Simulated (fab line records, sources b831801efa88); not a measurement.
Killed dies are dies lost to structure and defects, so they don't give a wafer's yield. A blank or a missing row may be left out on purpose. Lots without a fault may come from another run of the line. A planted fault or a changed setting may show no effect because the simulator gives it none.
fab line records | flow gf180mcu
record lots=5 wafers=15 last_day=33
route steps=602 shown M3@414 V3@429
lots that met no fault: from a run of the same line without faults
start_h: hours from the record's first day to the start of the lot's first wafer shown | wait_h: hours since the lot's step before | " the same as in the row above | L1.1+2: a row that stands for several wafers | - no value, or no start given | * or withheld: withheld | < > ~ a bound
route shown NAME@n: a module of which the file shows steps, and the number in the route of the first | usual: mean/standard deviation of fault-free wafers | same: alike in all rows | chamber/n: place in a boat | sites: the reading at each site | _std_site: their standard deviation | _edge_site: outer sites' mean less inner sites' | radius_mm: how far each site lies from the wafer's centre | mask NAME#n: copy n | behind: the tool/chamber that last shaped the wafer | hold: why the lot was held/for how many hours/how that ended | device: the transistor (n, p or np) that didn't switch | end of line: the same wafers' tests at the end of the route | a step without rows: its recipe alone | killed: dies lost to structure and defects at the first sort, not the wafer's yield | map: a wafer's dies, x killed, . not, _ none there
set.NAME: the setting as run; set.NAME@STEP: as run at that earlier step | model.NAME: the simulator's own value behind a step, which no gauge read
lots at some steps of the route; a table a step, a row a wafer
services: from which hour (start_h, from the record's first day; less than 0 if before it) a tool's chamber was out of use, for how many hours, and why
## steps
# step GF_M3_RS_MEAS_05
# recipe thk_meas_gauge=four-point-probe reads=TiN_of_M3_SPUTTER_04+Ti_of_M3_SPUTTER_03+AlCu_of_M3_SPUTTER_02+TiN_of_M3_SPUTTER_01+Ti_of_M3_SPUTTER_00
# usual M3_ALCU_RS=0.0692/0.00071
# columns lot.wafer tool chamber start_h wait_h M3_ALCU_RS[ohm/sq]
L076.2 film_metro-01 - 479.30 0.0 0.0692
L076.3 " - " " 0.0689
L076.6 " - " " 0.0694
L077.1 film_metro-02 - 485.99 0.0 0.0701
L077.2 " - " " 0.0693
L077.5 " - " " 0.0705
L080.1 film_metro-01 - 521.12 0.0 0.0697
L080.2 " - " " 0.0683
L080.3 " - " " 0.0697
L089.4 film_metro-02 - 601.11 0.1 0.0686
L089.5 " - " " 0.0692
L089.6 " - " " 0.0689
L090.2 film_metro-02 - 603.84 0.0 0.0683
L090.3 " - " " 0.0689
L090.5 " - " " 0.0682
# step GF_M3_THK_MEAS_06
# recipe thk_meas_gauge=xrf reads=AlCu_of_M3_SPUTTER_02
# usual M3_ALCU_THK=452/4.6
# columns lot.wafer tool chamber start_h wait_h M3_ALCU_THK[nm]
L076.2 film_metro-01 - 479.41 0.1 451
L076.3 " - " " 454
L076.6 " - " " 451
L077.1 film_metro-02 - 486.11 0.1 443
L077.2 " - " " 452
L077.5 " - " " 441
L080.1 film_metro-01 - 521.24 0.1 448
L080.2 " - " " 456
L080.3 " - " " 446
L089.4 film_metro-02 - 601.20 0.1 454
L089.5 " - " " 449
L089.6 " - " " 452
L090.2 film_metro-02 - 603.95 0.1 455
L090.3 " - " " 454
L090.5 " - " " 456
# step GF_M3_DEHYDRATE_07
# recipe temp_c=200 time_s=60
# columns lot.wafer tool chamber start_h wait_h
L076.2+3+6 litho_track-04 0 490.88 11.5
L077.1+2+5 litho_track-03 0 497.24 11.1
L080.1+2+3 litho_track-04 0 532.15 10.9
L089.4+5+6 litho_track-04 0 611.33 10.1
L090.2+3+5 litho_track-02 0 614.01 10.1
# step GF_M3_HMDS_08
# recipe prime_time_s=60 prime_temp_c=120
# columns lot.wafer tool chamber start_h wait_h
L076.2+3+6 litho_track-04 0 491.03 0.1
L077.1+2+5 litho_track-03 0 497.39 0.1
L080.1+2+3 litho_track-04 0 532.30 0.1
L089.4+5+6 litho_track-04 0 611.48 0.1
L090.2+3+5 litho_track-02 0 614.16 0.1
# step GF_M3_COAT_09
# recipe resist=KrF spin_rpm=withheld resist_thk_nm=1000
# columns lot.wafer tool chamber start_h wait_h
L076.2+3+6 litho_track-04 0 491.18 0.1
L077.1+2+5 litho_track-03 0 497.54 0.1
L080.1+2+3 litho_track-04 0 532.45 0.1
L089.4+5+6 litho_track-04 0 611.63 0.1
L090.2+3+5 litho_track-02 0 614.31 0.1
# step GF_M3_SOFTBAKE_10
# recipe temp_c=130 time_s=60 resist=KrF
# columns lot.wafer tool chamber start_h wait_h
L076.2+3+6 litho_track-04 0 491.33 0.1
L077.1+2+5 litho_track-03 0 497.69 0.1
L080.1+2+3 litho_track-04 0 532.60 0.1
L089.4+5+6 litho_track-04 0 611.78 0.1
L090.2+3+5 litho_track-02 0 614.46 0.1
# step GF_M3_EXPOSE_11
# recipe mask_id=Metal3 target_cd_nm=280 na=0.68 source_shape=conventional sigma_outer=0.6 dose_mj=28
# columns lot.wafer tool chamber start_h wait_h mask
L076.2+3+6 krf_scanner-02 0 - - Metal3#0
L077.1+2+5 krf_scanner-02 0 - - Metal3#0
L080.1+2+3 krf_scanner-02 0 - - Metal3#0
L089.4+5+6 krf_scanner-02 0 - - Metal3#0
L090.2+3+5 krf_scanner-02 0 - - Metal3#0
# step GF_M3_PEB_12
# recipe peb_temp_c=135 peb_time_s=90 resist=KrF
# columns lot.wafer tool chamber start_h wait_h
L076.2+3+6 litho_track-02 0 - -
L077.1+2+5 litho_track-03 0 - -
L080.1+2+3 litho_track-04 0 - -
L089.4+5+6 litho_track-04 0 - -
L090.2+3+5 litho_track-02 0 - -
# step GF_M3_DEVELOP_13
# recipe develop_time_s=60 dev_temp_c=21
# columns lot.wafer tool chamber start_h wait_h
L076.2+3+6 litho_track-02 0 502.91 0.2
L077.1+2+5 litho_track-03 0 509.29 0.2
L080.1+2+3 litho_track-04 0 543.85 0.2
L089.4+5+6 litho_track-04 0 621.98 0.1
L090.2+3+5 litho_track-02 0 624.51 0.2
# step GF_M3_CD_MEAS_14
# recipe target_cd_nm=280
# usual cd_nm=280.1/1.4
# columns lot.wafer tool chamber start_h wait_h cd_nm
L076.2 cd_sem-02 - 503.06 0.1 280.0
L076.3 " - " " 279.1
L076.6 " - " " 280.1
L077.1 cd_sem-02 - 509.44 0.1 283.3
L077.2 " - " " 282.9
L077.5 " - " " 283.5
L080.1 cd_sem-02 - 544.00 0.1 278.6
L080.2 " - " " 278.9
L080.3 " - " " 279.1
L089.4 cd_sem-02 - 622.11 0.1 280.8
L089.5 " - " " 280.5
L089.6 " - " " 278.8
L090.2 cd_sem-01 - 624.66 0.1 281.1
L090.3 " - " " 279.8
L090.5 " - " " 281.0
# step GF_M3_OVL_MEAS_15
# usual M3_OVL=-1/5.4
# columns lot.wafer tool chamber start_h wait_h M3_OVL[nm]
L076.2 overlay-02 - 503.16 0.1 -13
L076.3 " - " " -6
L076.6 " - " " -8
L077.1 overlay-02 - 509.56 0.1 -6
L077.2 " - " " -2
L077.5 " - " " -7
L080.1 overlay-01 - 544.12 0.1 -2
L080.2 " - " " -3
L080.3 " - " " 0
L089.4 overlay-02 - 622.19 0.1 5
L089.5 " - " " 2
L089.6 " - " " 2
L090.2 overlay-02 - 624.76 0.1 -1
L090.3 " - " " -2
L090.5 " - " " -2
# step GF_M3_METAL_ETCH_16
# recipe chemistry=Cl2/BCl3 mask_material=KrF target_depth_nm=627.5 stop_on=SiO2 pressure_mtorr=8 icp_w=800 bias_w=140 Cl2_flow_sccm=80 bcl3_flow_sccm=40 time_s=104.6
# usual drypump_motor_current_A=5.7/0.53 he_backside_leak_sccm=3.3/0.31 oes_product_au=0.974/0.0069 throttle_valve_pct=28.247/0.01
# columns lot.wafer tool chamber start_h wait_h drypump_motor_current_A he_backside_leak_sccm oes_product_au rf_hours_counter_h throttle_valve_pct
L076.2 rie_metal-02 0 503.19 0.0 5.1 3.4 0.980 5 28.236
L076.3 " 0 " " 5.1 3.5 0.972 - 28.255
L076.6 " 0 " " 5.1 3.3 0.971 - 28.242
L077.1 rie_metal-01 0 509.59 0.0 6.1 3.2 0.964 9 28.243
L077.2 " 1 " " 6.4 3.1 0.973 10 28.252
L077.5 " 0 " " 6.1 3.1 0.964 - 28.258
L080.1 rie_metal-01 1 544.16 0.0 6.4 3.2 0.969 11 28.250
L080.2 " 0 " " 6.1 3.2 0.984 10 28.257
L080.3 " 1 " " 6.4 3.0 0.966 - 28.240
L089.4 rie_metal-02 0 622.24 0.0 5.1 3.2 0.969 - 28.241
L089.5 " 0 " " 5.0 3.3 0.981 - 28.244
L089.6 " 1 " " 5.0 3.2 0.975 - 28.240
L090.2 rie_metal-03 1 624.79 0.0 5.8 3.5 0.977 4 28.253
L090.3 " 0 " " 5.8 3.7 0.970 - 28.250
L090.5 " 0 " " 5.8 3.7 0.980 - 28.228
# step GF_M3_STRIP_17
# recipe chemistry=O2/N2 power_w=1400 pressure_mtorr=1500 platen_temp_c=250 o2_flow_sccm=3000 n2_flow_sccm=300 overash_fraction=0.5
# usual drypump_motor_current_A=6.0/0.44 heater_power_w=350/36 oes_product_au=0.556/0.0053 strip_time_to_endpoint_s=7.85/0.056
# columns lot.wafer tool chamber start_h wait_h drypump_motor_current_A heater_power_w oes_product_au rf_hours_counter_h strip_time_to_endpoint_s
L076.2 plasma_asher-03 0 503.31 0.1 5.2 354 0.553 8 7.86
L076.3 " 0 " " 5.1 343 0.555 - 7.85
L076.6 " 1 " " 6.1 322 0.555 - 7.87
L077.1 plasma_asher-02 1 509.70 0.1 6.6 408 0.560 43 7.85
L077.2 " 0 " " 6.0 395 0.559 43 7.80
L077.5 " 1 " " 6.6 406 0.557 - 7.84
L080.1 plasma_asher-04 0 544.27 0.1 6.1 304 0.542 94 7.76
L080.2 " 1 " " 6.2 325 0.559 94 7.82
L080.3 " 0 " " 6.1 308 0.547 - 7.76
L089.4 plasma_asher-02 1 622.35 0.1 6.5 417 0.555 - 7.86
L089.5 " 0 " " 6.0 391 0.554 - 7.85
L089.6 " 1 " " 6.6 415 0.559 - 7.77
L090.2 plasma_asher-03 1 624.91 0.1 6.1 329 0.567 19 7.96
L090.3 " 1 " " 6.1 320 0.562 - 7.95
L090.5 " 0 " " 5.1 341 0.560 - 7.89
# step GF_M3_STRIP_18
# recipe chemistry=post_etch_residue_remover time_s=1200 temp_c=72.5
# columns lot.wafer tool chamber start_h wait_h
L076.2+3+6 wet_bench-04 0 503.41 0.1
L077.1+2+5 wet_bench-04 0 509.80 0.1
L080.1+2+3 wet_bench-04 1 544.37 0.1
L089.4+5+6 wet_bench-03 2 622.42 0.0
L090.2+3+5 wet_bench-04 1 625.01 0.1
# step GF_M3_CLEAN_19
# recipe chemistry=DIW dry=n2_spin
# columns lot.wafer tool chamber start_h wait_h
L076.2+3+6 wet_bench-03 2 503.75 0.0
L077.1+2+5 wet_bench-01 1 510.15 0.0
L080.1+2+3 wet_bench-03 0 544.71 0.0
L089.4+5+6 wet_bench-04 1 622.79 0.0
L090.2+3+5 wet_bench-01 0 625.35 0.0
# step GF_V3_CVD_00
# recipe material=SiO2 target_thk_nm=600 sigma_open_frac=0.3 temp_c=400 time_s=100 sih4_flow_sccm=60 pressure_mtorr=6
# usual sih4_flow_sccm=59.98/0.2
# columns lot.wafer tool chamber start_h wait_h sih4_flow_sccm
L076.2 hdpcvd-02 2 503.85 0.0 59.92
L076.3 " 1 " " 60.10
L076.6 " 2 " " 59.91
L077.1 hdpcvd-01 2 510.24 0.0 60.04
L077.2 " 1 " " 59.63
L077.5 " 2 " " 60.02
L080.1 hdpcvd-02 0 544.81 0.0 60.05
L080.2 " 2 " " 60.05
L080.3 " 1 " " 59.95
L089.4 hdpcvd-01 1 622.93 0.0 59.96
L089.5 " 0 " " 60.15
L089.6 " 2 " " 59.76
L090.2 hdpcvd-02 0 625.45 0.0 60.10
L090.3 " 2 " " 59.71
L090.5 " 2 " " 59.60
# step GF_V3_THK_MEAS_01
# recipe reads=SiO2_of_V3_CVD_00
# usual V3_CVD_00_THK=603/6.2
# columns lot.wafer tool chamber start_h wait_h V3_CVD_00_THK[nm]
L076.2 film_metro-02 - 503.93 0.0 604
L076.3 " - " " 607
L076.6 " - " " 606
L077.1 film_metro-02 - 510.31 0.0 598
L077.2 " - " " 602
L077.5 " - " " 611
L080.1 film_metro-02 - 544.88 0.0 608
L080.2 " - " " 604
L080.3 " - " " 592
L089.4 film_metro-02 - 622.99 0.0 587
L089.5 " - " " 596
L089.6 " - " " 600
L090.2 film_metro-03 - 625.53 0.0 611
L090.3 " - " " 604
L090.5 " - " " 606
# step GF_V3_CVD_02
# recipe material=SiO2 target_thk_nm=850 precursor=TEOS temp_c=400 time_s=94.851 rf_w=600
# usual heater_power_w=659/85
# columns lot.wafer tool chamber start_h wait_h heater_power_w
L076.2 pecvd-04 0 503.98 0.0 554
L076.3 " 2 " " 667
L076.6 " 0 " " 591
L077.1 pecvd-03 0 510.37 0.1 757
L077.2 " 2 " " 634
L077.5 " 2 " " 500
L080.1 pecvd-04 0 544.94 0.1 536
L080.2 " 2 " " 653
L080.3 " 1 " " 716
L089.4 pecvd-04 2 623.06 0.1 653
L089.5 " 2 " " 538
L089.6 " 1 " " 597
L090.2 pecvd-02 1 625.58 0.0 702
L090.3 " 0 " " 564
L090.5 " 0 " " 617
# step GF_V3_THK_MEAS_03
# recipe reads=SiO2_of_V3_CVD_02
# usual V3_CVD_02_THK=857/11
# columns lot.wafer tool chamber start_h wait_h V3_CVD_02_THK[nm]
L076.2 film_metro-03 - 504.06 0.0 864
L076.3 " - " " 845
L076.6 " - " " 868
L077.1 film_metro-03 - 510.44 0.0 852
L077.2 " - " " 846
L077.5 " - " " 859
L080.1 film_metro-03 - 545.01 0.0 856
L080.2 " - " " 848
L080.3 " - " " 856
L089.4 film_metro-03 - 623.16 0.1 855
L089.5 " - " " 868
L089.6 " - " " 879
L090.2 film_metro-02 - 625.66 0.0 838
L090.3 " - " " 831
L090.5 " - " " 851
# step GF_V3_CMP_04
# recipe material=SiO2 down_force_psi=4 platen_rpm=60 pad_velocity_m_s=0.94248
# usual head_pressure_psi=4.000/0.0096 motor_current_A=11.9/1.4 platen_rpm=60.00/0.035 retaining_ring_pressure_frac=1.000/0.005 slurry_flow_ml_min=150.0/0.45 time_to_endpoint_s=83/5.2
# columns lot.wafer tool chamber start_h wait_h head_pressure_psi motor_current_A platen_rpm retaining_ring_pressure_frac slurry_flow_ml_min time_to_endpoint_s
L076.3 cmp-02 2 504.11 0.0 4.001 10.8 60.03 1.004 149.6 76
L076.2 " 1 " " 4.009 11.5 60.01 0.997 149.8 79
L076.6 " 3 " " 4.001 9.5 59.93 0.996 150.4 85
L077.1 cmp-01 1 510.50 0.1 4.020 12.3 59.89 1.001 149.5 79
L077.2 " 2 " " 3.995 12.8 59.93 1.001 150.2 79
L077.5 " 2 " " 4.010 12.1 60.03 0.995 149.9 87
L080.1 cmp-01 0 545.07 0.1 4.010 11.9 60.04 1.001 150.3 88
L080.2 " 1 " " 4.006 13.0 59.98 1.002 149.9 85
L080.3 " 2 " " 3.973 12.5 59.96 1.003 150.8 89
L089.4 cmp-02 1 623.34 0.2 4.012 11.4 60.04 0.999 149.6 79
L089.6 " 2 " " 4.013 10.4 60.04 0.995 150.2 90
L089.5 " 3 " " 3.983 9.0 60.02 0.993 149.3 89
L090.2 cmp-01 0 625.76 0.1 4.008 11.8 60.07 1.008 149.4 82
L090.3 " 2 " " 3.995 13.2 59.98 1.003 149.8 78
L090.5 " 3 " " 4.008 11.9 60.01 0.998 150.8 81
# step GF_V3_BOW_MEAS_05
# recipe mode=bow
# usual V3_BOW=117/10
# columns lot.wafer tool chamber start_h wait_h V3_BOW[um]
L076.2 film_metro-02 - 504.43 0.1 121
L076.3 " - " " 104
L076.6 " - " " 120
L077.1 film_metro-03 - 510.80 0.2 123
L077.2 " - " " 105
L077.5 " - " " 127
L080.1 film_metro-04 - 545.37 0.2 123
L080.2 " - " " 126
L080.3 " - " " 128
L089.4 film_metro-02 - 623.55 0.2 131
L089.5 " - " " 123
L089.6 " - " " 124
L090.2 film_metro-04 - 626.03 0.2 103
L090.3 " - " " 113
L090.5 " - " " 99
# step GF_V3_DEHYDRATE_06
# recipe temp_c=200 time_s=60
# columns lot.wafer tool chamber start_h wait_h
L076.2+3+6 litho_track-04 0 515.48 11.0
L077.1+2+5 litho_track-04 0 521.85 11.0
L080.1+2+3 litho_track-04 0 556.05 10.7
L089.4+5+6 litho_track-01 0 632.93 9.4
L090.2+3+5 litho_track-01 0 635.58 9.5
# step GF_V3_HMDS_07
# recipe prime_time_s=60 prime_temp_c=120
# columns lot.wafer tool chamber start_h wait_h
L076.2+3+6 litho_track-04 0 515.63 0.1
L077.1+2+5 litho_track-04 0 522.00 0.1
L080.1+2+3 litho_track-04 0 556.20 0.1
L089.4+5+6 litho_track-01 0 633.08 0.1
L090.2+3+5 litho_track-01 0 635.73 0.1
# step GF_V3_COAT_08
# recipe resist=BARC temp_c=withheld time_s=withheld spin_rpm=withheld resist_thk_nm=withheld
# columns lot.wafer tool chamber start_h wait_h
L076.2+3+6 litho_track-04 0 515.78 0.1
L077.1+2+5 litho_track-04 0 522.15 0.1
L080.1+2+3 litho_track-04 0 556.35 0.1
L089.4+5+6 litho_track-01 0 633.23 0.1
L090.2+3+5 litho_track-01 0 635.88 0.1
# step GF_V3_COAT_09
# recipe resist=KrF spin_rpm=withheld resist_thk_nm=1000
# columns lot.wafer tool chamber start_h wait_h
L076.2+3+6 litho_track-04 0 - -
L077.1+2+5 litho_track-04 0 - -
L080.1+2+3 litho_track-04 0 - -
L089.4+5+6 litho_track-01 0 - -
L090.2+3+5 litho_track-01 0 - -
# step GF_V3_SOFTBAKE_10
# recipe temp_c=130 time_s=60 resist=KrF
# columns lot.wafer tool chamber start_h wait_h
L076.2+3+6 litho_track-04 0 - -
L077.1+2+5 litho_track-04 0 - -
L080.1+2+3 litho_track-04 0 - -
L089.4+5+6 litho_track-01 0 - -
L090.2+3+5 litho_track-01 0 - -
# step GF_V3_EXPOSE_11
# recipe mask_id=Via3 target_cd_nm=260 na=0.68 source_shape=conventional sigma_outer=0.6 dose_mj=38
# columns lot.wafer tool chamber start_h wait_h mask
L076.2+3+6 krf_scanner-02 0 - - Via3#0
L077.1+2+5 krf_scanner-01 0 - - Via3#0
L080.1+2+3 krf_scanner-01 0 - - Via3#0
L089.4+5+6 krf_scanner-01 0 - - Via3#0
L090.2+3+5 krf_scanner-02 0 - - Via3#0
# step GF_V3_PEB_12
# recipe peb_temp_c=135 peb_time_s=90 resist=KrF
# columns lot.wafer tool chamber start_h wait_h
L076.2+3+6 litho_track-01 0 - -
L077.1+2+5 litho_track-01 0 - -
L080.1+2+3 litho_track-03 0 - -
L089.4+5+6 litho_track-04 0 - -
L090.2+3+5 litho_track-01 0 - -
# step GF_V3_DEVELOP_13
# recipe develop_time_s=60 resist=KrF dev_temp_c=21
# columns lot.wafer tool chamber start_h wait_h
L076.2+3+6 litho_track-01 0 526.83 0.2
L077.1+2+5 litho_track-01 0 534.25 0.2
L080.1+2+3 litho_track-03 0 567.69 0.2
L089.4+5+6 litho_track-04 0 643.58 0.1
L090.2+3+5 litho_track-01 0 645.58 0.2
# step GF_V3_CD_MEAS_14
# recipe target_cd_nm=260
# usual cd_nm=259.7/1.1
# columns lot.wafer tool chamber start_h wait_h cd_nm
L076.2 cd_sem-02 - 526.97 0.1 260.8
L076.3 " - " " 260.4
L076.6 " - " " 260.9
L077.1 cd_sem-02 - 534.40 0.1 260.9
L077.2 " - " " 259.5
L077.5 " - " " 259.3
L080.1 cd_sem-02 - 567.84 0.1 260.6
L080.2 " - " " 260.8
L080.3 " - " " 260.8
L089.4 cd_sem-02 - 643.71 0.1 259.7
L089.5 " - " " 260.2
L089.6 " - " " 260.3
L090.2 cd_sem-02 - 645.72 0.1 257.4
L090.3 " - " " 258.1
L090.5 " - " " 257.3
# step GF_V3_OVL_MEAS_15
# usual V3_OVL=1/5.1
# columns lot.wafer tool chamber start_h wait_h V3_OVL[nm]
L076.2 overlay-01 - 527.08 0.1 -3
L076.3 " - " " -3
L076.6 " - " " -5
L077.1 overlay-02 - 534.52 0.1 -8
L077.2 " - " " 6
L077.5 " - " " -3
L080.1 overlay-01 - 567.96 0.1 -1
L080.2 " - " " -1
L080.3 " - " " -3
L089.4 overlay-02 - 643.79 0.1 9
L089.5 " - " " 12
L089.6 " - " " 11
L090.2 overlay-01 - 645.83 0.1 10
L090.3 " - " " 5
L090.5 " - " " 10
# step GF_V3_ETCH_16
# recipe chemistry=N2/H2 target_depth_a=withheld overetch_a=withheld time_s=withheld target=BARC ion_energy_ev=200 source_w=500 bias_w=100 pressure_mtorr=30 n2_flow_sccm=100 h2_flow_sccm=200
# usual drypump_motor_current_A=5.8/0.42 oes_product_au=0.854/0.0044 throttle_valve_pct=13.227/0.0094
# columns lot.wafer tool chamber start_h wait_h drypump_motor_current_A oes_product_au throttle_valve_pct
L076.2 rie_diel-02 1 527.11 0.0 5.2 0.855 13.228
L076.3 " 2 " " 5.5 0.862 13.224
L076.6 " 0 " " 5.8 0.855 13.239
L077.1 rie_diel-01 2 534.56 0.0 5.4 0.852 13.209
L077.2 " 0 " " 6.5 0.860 13.227
L077.5 " 0 " " 6.5 0.855 13.228
L080.1 rie_diel-02 1 567.99 0.0 5.3 0.854 13.239
L080.2 " 2 " " 5.6 0.854 13.213
L080.3 " 3 " " 6.4 0.852 13.229
L089.4 rie_diel-04 0 643.81 0.0 5.6 0.848 13.220
L089.5 " 2 " " 6.5 0.859 13.215
L089.6 " 3 " " 6.0 0.854 13.229
L090.2 rie_diel-02 0 645.86 0.0 5.8 0.851 13.224
L090.3 " 1 " " 5.3 0.858 13.226
L090.5 " 2 " " 5.6 0.854 13.233
# step GF_V3_ETCH_17
# recipe chemistry=C4F8/O2/Ar mask_material=KrF target=SiO2 stop_on=TiN source_w=1500 bias_w=1200 pressure_mtorr=40 c4f8_flow_sccm=withheld O2_flow_sccm=6 Ar_flow_sccm=300 time_s=withheld target_depth_a=6350
# usual oes_product_au=0.856/0.0049
# columns lot.wafer tool chamber start_h wait_h oes_product_au
L076.2 rie_diel-02 1 - - 0.853
L076.3 " 2 " " 0.861
L076.6 " 0 " " 0.854
L077.1 rie_diel-01 2 - - 0.854
L077.2 " 0 " " 0.853
L077.5 " 0 " " 0.853
L080.1 rie_diel-02 1 - - 0.851
L080.2 " 2 " " 0.858
L080.3 " 3 " " 0.863
L089.4 rie_diel-04 0 - - 0.863
L089.5 " 2 " " 0.857
L089.6 " 3 " " 0.854
L090.2 rie_diel-02 0 - - 0.865
L090.3 " 1 " " 0.852
L090.5 " 2 " " 0.857
# step GF_V3_STRIP_18
# recipe chemistry=O2/N2 power_w=1400 pressure_mtorr=1500 platen_temp_c=250 o2_flow_sccm=3000 n2_flow_sccm=300 overash_fraction=0.5
# usual drypump_motor_current_A=5.8/0.67 heater_power_w=333/21 oes_product_au=0.592/0.0049
# columns lot.wafer tool chamber start_h wait_h drypump_motor_current_A heater_power_w oes_product_au rf_hours_counter_h
L076.2 plasma_asher-03 1 527.24 - 6.1 313 0.591 10
L076.3 " 0 " " 5.1 357 0.596 -
L076.6 " 0 " " 5.2 356 0.587 -
L077.1 plasma_asher-04 0 534.69 - 6.1 313 0.604 93
L077.2 " 1 " " 6.3 340 0.587 93
L077.5 " 1 " " 6.2 318 0.594 -
L080.1 plasma_asher-01 0 568.12 - 4.7 307 0.596 74
L080.2 " 1 " " 6.7 359 0.593 74
L080.3 " 1 " " 6.8 368 0.600 -
L089.4 plasma_asher-01 1 643.97 - 6.7 366 0.594 -
L089.5 " 1 " " 6.7 350 0.594 -
L089.6 " 0 " " 4.7 314 0.589 -
L090.2 plasma_asher-03 0 645.99 - 5.1 340 0.597 22
L090.3 " 1 " " 6.1 324 0.591 -
L090.5 " 0 " " 5.2 355 0.589 -
# step GF_V3_STRIP_19
# recipe chemistry=post_etch_residue_remover time_s=1200 temp_c=72.5
# columns lot.wafer tool chamber start_h wait_h
L076.2+3+6 wet_bench-04 1 527.34 0.1
L077.1+2+5 wet_bench-02 2 534.79 0.1
L080.1+2+3 wet_bench-02 2 568.22 0.1
L089.4+5+6 wet_bench-04 2 644.04 0.0
L090.2+3+5 wet_bench-03 2 646.09 0.1
# step GF_V3_CLEAN_20
# recipe chemistry=DIW dry=n2_spin
# columns lot.wafer tool chamber start_h wait_h
L076.2+3+6 wet_bench-03 1 527.71 0.0
L077.1+2+5 wet_bench-04 1 535.13 0.0
L080.1+2+3 wet_bench-04 3 568.56 0.0
L089.4+5+6 wet_bench-02 2 644.38 0.0
L090.2+3+5 wet_bench-04 3 646.43 0.0
# step GF_V3_SPUTTER_21
# recipe material=Ti target_thk_nm=15 chamber_pressure_pa=5 power_w=2500 substrate_temp_c=200 time_s=80.02
# usual substrate_temp_c=200.01/0.16 throttle_valve_pct=29.9/1.4
# columns lot.wafer tool chamber start_h wait_h substrate_temp_c throttle_valve_pct
L076.2 pvd_sputter-02 - 527.80 0.0 200.14 31.5
L076.3 " - " " 200.01 28.6
L076.6 " - " " 200.12 31.5
L077.1 pvd_sputter-01 - 535.24 0.0 200.03 29.1
L077.2 " - " " 200.08 28.7
L077.5 " - " " 200.14 29.4
L080.1 pvd_sputter-03 - 568.65 0.0 200.26 30.2
L080.2 " - " " 199.89 31.1
L080.3 " - " " 199.95 27.6
L089.4 pvd_sputter-01 - 644.47 0.0 200.05 32.4
L089.5 " - " " 200.13 29.2
L089.6 " - " " 200.10 32.2
L090.2 pvd_sputter-03 - 646.52 0.0 199.80 29.9
L090.3 " - " " 199.90 27.4
L090.5 " - " " 199.82 30.2
# step GF_V3_SPUTTER_22
# recipe material=TiN target_thk_nm=10 chamber_pressure_pa=5 power_w=4000 time_s=40
# usual throttle_valve_pct=29.9/1.3
# columns lot.wafer tool chamber start_h wait_h throttle_valve_pct
L076.2 pvd_sputter-02 - 527.86 0.0 31.6
L076.3 " - " " 28.3
L076.6 " - " " 31.5
L077.1 pvd_sputter-01 - 535.30 0.0 29.3
L077.2 " - " " 28.8
L077.5 " - " " 29.3
L080.1 pvd_sputter-03 - 568.71 0.0 30.3
L080.2 " - " " 30.7
L080.3 " - " " 27.6
L089.4 pvd_sputter-01 - 644.53 0.0 32.2
L089.5 " - " " 29.1
L089.6 " - " " 32.2
L090.2 pvd_sputter-03 - 646.58 0.0 29.9
L090.3 " - " " 27.4
L090.5 " - " " 30.6
# step GF_V3_CVD_23
# recipe material=W target_thk_nm=350 time_s=104.9 temp_c=400 pressure_torr=40
# usual heater_power_w=848/44
# columns lot.wafer tool chamber start_h wait_h heater_power_w
L076.2 cvd_w-02 0 527.90 0.0 783
L076.3 " 0 " " 800
L076.6 " 1 " " 832
L077.1 cvd_w-01 0 535.34 0.0 900
L077.2 " 1 " " 861
L077.5 " 0 " " 869
L080.1 cvd_w-01 1 568.75 0.0 873
L080.2 " 0 " " 876
L080.3 " 0 " " 866
L089.4 cvd_w-02 0 644.61 0.1 785
L089.5 " 1 " " 854
L089.6 " 0 " " 766
L090.2 cvd_w-01 1 646.62 0.0 851
L090.3 " 1 " " 878
L090.5 " 1 " " 862
# step GF_V3_RS_MEAS_24
# recipe thk_meas_gauge=four-point-probe reads=W_of_V3_CVD_23+TiN_of_V3_SPUTTER_22+Ti_of_V3_SPUTTER_21
# usual V3_W_RS=0.326/0.0033
# columns lot.wafer tool chamber start_h wait_h V3_W_RS[ohm/sq]
L076.2 film_metro-03 - 528.03 0.1 0.328
L076.3 " - " " 0.330
L076.6 " - " " 0.326
L077.1 film_metro-02 - 535.45 0.1 0.329
L077.2 " - " " 0.331
L077.5 " - " " 0.329
L080.1 film_metro-03 - 568.87 0.1 0.332
L080.2 " - " " 0.328
L080.3 " - " " 0.326
L089.4 film_metro-04 - 644.74 0.1 0.325
L089.5 " - " " 0.326
L089.6 " - " " 0.326
L090.2 film_metro-04 - 646.75 0.1 0.331
L090.3 " - " " 0.330
L090.5 " - " " 0.326
# step GF_V3_THK_MEAS_25
# recipe thk_meas_gauge=xrf reads=W_of_V3_CVD_23
# usual V3_W_THK=348/4.7
# columns lot.wafer tool chamber start_h wait_h V3_W_THK[nm]
L076.2 film_metro-03 - 528.14 0.1 344
L076.3 " - " " 346
L076.6 " - " " 349
L077.1 film_metro-02 - 535.57 0.1 353
L077.2 " - " " 351
L077.5 " - " " 352
L080.1 film_metro-03 - 568.99 0.1 344
L080.2 " - " " 348
L080.3 " - " " 349
L089.4 film_metro-04 - 644.83 0.1 344
L089.5 " - " " 345
L089.6 " - " " 343
L090.2 film_metro-04 - 646.86 0.1 338
L090.3 " - " " 338
L090.5 " - " " 343
## services
# columns tool chamber start_h hours kind
krf_scanner-01 - 481.02 1.0 pm
krf_scanner-02 - 482.69 1.3 pm
krf_scanner-01 - 485.85 0.1 repair
pvd_sputter-03 - 490.36 0.8 repair
wet_bench-03 - 496.75 4.4 pm
krf_scanner-01 - 497.01 3.6 pm
krf_scanner-02 - 503.12 0.2 repair
krf_scanner-02 - 509.46 1.0 pm
rie_diel-02 - 522.64 0.9 repair
krf_scanner-01 - 530.70 4.4 pm
krf_scanner-01 - 546.80 0.8 pm
krf_scanner-01 - 551.14 0.9 repair
pecvd-04 0 552.16 186.0 repair
krf_scanner-02 - 556.70 0.5 repair
plasma_asher-03 - 557.39 3.4 repair
krf_scanner-02 - 567.28 3.5 repair
plasma_asher-03 - 583.83 0.6 repair
krf_scanner-02 - 584.20 0.6 repair
rie_diel-02 2 586.35 8.9 repair
rie_diel-02 0 587.34 2.8 repair
pvd_sputter-01 - 598.81 3.0 repair
rie_diel-02 1 602.72 12.1 repair
pvd_sputter-01 - 621.42 2.4 repair
krf_scanner-02 - 629.25 0.8 pm
## key
fault none
